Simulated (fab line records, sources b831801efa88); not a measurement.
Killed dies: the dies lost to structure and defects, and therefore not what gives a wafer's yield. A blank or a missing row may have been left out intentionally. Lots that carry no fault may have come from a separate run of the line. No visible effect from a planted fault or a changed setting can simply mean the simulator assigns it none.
Which tool did it? + flow gf180mcu + 14 lots with 39 wafers sampled at 2 steps, on a route of 602 steps

WHAT THE GAUGES READ, wafer by wafer
GF_SAB_OVL_MEAS_10.
| lot  | measured     | on         | SAB_OVL (nm)  |
|------|--------------|------------|---------------|
| L837 | day 15 00:59 | overlay-02 | 3.5 2.9 1.2   |
| L838 | day 15 11:39 | overlay-02 | 2.1 1.3 1.8   |
| L839 | day 15 20:37 | overlay-02 | -0.7 0.3 0.3  |
| L840 | day 16 01:37 | overlay-01 | -0.1 0.5 -1.4 |
| L842 | day 17 00:03 | overlay-01 | 1.5 2.2 1.3   |
| L843 | day 17 13:38 | overlay-02 | 2.0 1.2 0.5   |
| L845 | day 18 13:28 | overlay-01 | -1.0 0.1 0.5  |
| L846 | day 19 11:36 | overlay-02 | 2.2 1.9 3.3   |
| L848 | day 19 19:46 | overlay-02 | 0.6 -1.5 -0.8 |
| L851 | day 20 20:07 | overlay-02 | -1.0          |
| L855 | day 21 16:25 | overlay-02 | 1.9           |
| L858 | day 22 17:51 | overlay-02 | 2.0 3.2 4.6   |
| L859 | day 23 05:40 | overlay-02 | 1.8 -1.2 -1.0 |

EACH LOT AND THE TOOL THAT RAN IT (in order: tool; ch and the chambers of the sampled wafers; start)
| lot  | GF_HV_LDD_ETCHBACK_58              |
|------|------------------------------------|
| L837 | rie-diel-04 ch 1,3, day 12 10:56   |
| L838 | rie-diel-03 ch 0,2, day 12 20:18   |
| L839 | rie-diel-01 ch 2,3, day 13 03:51   |
| L840 | rie-diel-03 ch 0,2,3, day 13 09:31 |
| L842 | rie-diel-03 ch 1,2,3, day 14 05:23 |
| L843 | rie-diel-01 ch 1,2,3, day 14 18:19 |
| L845 | rie-diel-04 ch 1,2,3, day 15 15:26 |
| L846 | rie-diel-04 ch 0,2,3, day 16 12:13 |
| L848 | rie-diel-04 ch 0,1, day 16 19:46   |
| L851 | rie-diel-04 ch 0,1, day 17 18:03   |
| L855 | rie-diel-04 ch 3, day 18 14:16     |
| L856 | rie-diel-04 ch 0,1, day 19 00:57   |
| L858 | rie-diel-01 ch 2,3, day 19 16:50   |
| L859 | rie-diel-01 ch 1,2, day 20 06:22   |
- GF_HV_LDD_ETCHBACK_58: etches Si3N4 in CH3F/O2, stops on SiO2, time 100 s, target depth 90 nm.

WHAT THE TOOLS THEMSELVES READ (means of the sampled wafers that have a number; where no wafer has one, the mark that the record gives instead)
GF_HV_LDD_ETCHBACK_58.
| lot  | tool        | chamber-pressure-mTorr (mTorr) | drypump-motor-current-A (A) | oes-product-au (a.u.) | run-length-s (s) | throttle-valve-pct (%) |
|------|-------------|--------------------------------|-----------------------------|-----------------------|------------------|------------------------|
| L837 | rie-diel-04 | 25.027                         | 5.2                         | 0.836                 | 128.2            | 10.563                 |
| L838 | rie-diel-03 | 24.989                         | 6.1                         | 0.839                 | 128.4            | 10.561                 |
| L839 | rie-diel-01 | 25.021                         | 6.1                         | 0.845                 | 128.5            | 10.561                 |
| L840 | rie-diel-03 | 25.018                         | 6.1                         | 0.841                 | 128.1            | 10.561                 |
| L842 | rie-diel-03 | 25.005                         | 5.7                         | 0.845                 | 128.0            | 10.555                 |
| L843 | rie-diel-01 | 24.995                         | 6.0                         | 0.843                 | 128.5            | 10.555                 |
| L845 | rie-diel-04 | 24.993                         | 5.5                         | 0.842                 | 128.4            | 10.558                 |
| L846 | rie-diel-04 | 25.015                         | 5.8                         | 0.834                 | 128.4            | 10.564                 |
| L848 | rie-diel-04 | 24.985                         | 5.3                         | 0.838                 | 128.1            | 10.565                 |
| L851 | rie-diel-04 | 24.998                         | 5.4                         | 0.914                 | 108.6            | 10.573                 |
| L855 | rie-diel-04 | 24.994                         | 5.4                         | 0.916                 | 108.8            | 10.578                 |
| L856 | rie-diel-04 | 24.998                         | 5.4                         | 0.988                 | 89.1             | 10.573                 |
| L858 | rie-diel-01 | 25.014                         | 5.7                         | 0.836                 | 128.7            | 10.561                 |
| L859 | rie-diel-01 | 25.003                         | 6.0                         | 0.843                 | 128.3            | 10.565                 |

THE ANSWER, worked out from the rows above alone
Rule: usual is defined by the lots themselves. The widest of any qualifying gaps counts: lots, ordered by their means at a reading, are off when they make up no more than a third of the lots, leave a main group of 4 or more, and stand apart from it by 3 or more times the standard deviation of that group's means. Not used: any main group whose means are identical at the precision the tables above print for the reading. A lot without any number at a reading at which 4 lots or more have one is off too. All remaining lots with rows at the step are treated as sound. Order of review: gauges by route order, followed by the tools' own readings, for which a lot's mean as printed above is used. The first step at which some lot is off is used, and at that step the reading that is off furthest; a lot without a number counts as furthest.
Off, at GF_HV_LDD_ETCHBACK_58 on run-length-s: L851, L855, L856. The main group has a mean of 128.3 s with a standard deviation of 0.2.
A tool fits if, at that step or a process step before it, it ran every lot that is off, and no sound lot after the first of them. One candidate fits, namely rie-diel-04 at GF_HV_LDD_ETCHBACK_58. Its last sound lot is L848 (day 16 19:46), its first lot that is off L851 (day 17 18:03): a fault that began between those two fits.
The tool's own readings at GF_HV_LDD_ETCHBACK_58 bear it out: on the lots that are off they differ by more than 5 times the standard deviation of the sound lots' means. oes-product-au reads 0.939 a.u. there against 0.840 a.u. on the sound lots; run-length-s reads 102.2 s there against 128.3 s on the sound lots.

WHAT HAD BEEN PUT IN BY THE SIMULATOR
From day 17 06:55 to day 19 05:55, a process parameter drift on rie-diel-04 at GF_HV_LDD_ETCHBACK_58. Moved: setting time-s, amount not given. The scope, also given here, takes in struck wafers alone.
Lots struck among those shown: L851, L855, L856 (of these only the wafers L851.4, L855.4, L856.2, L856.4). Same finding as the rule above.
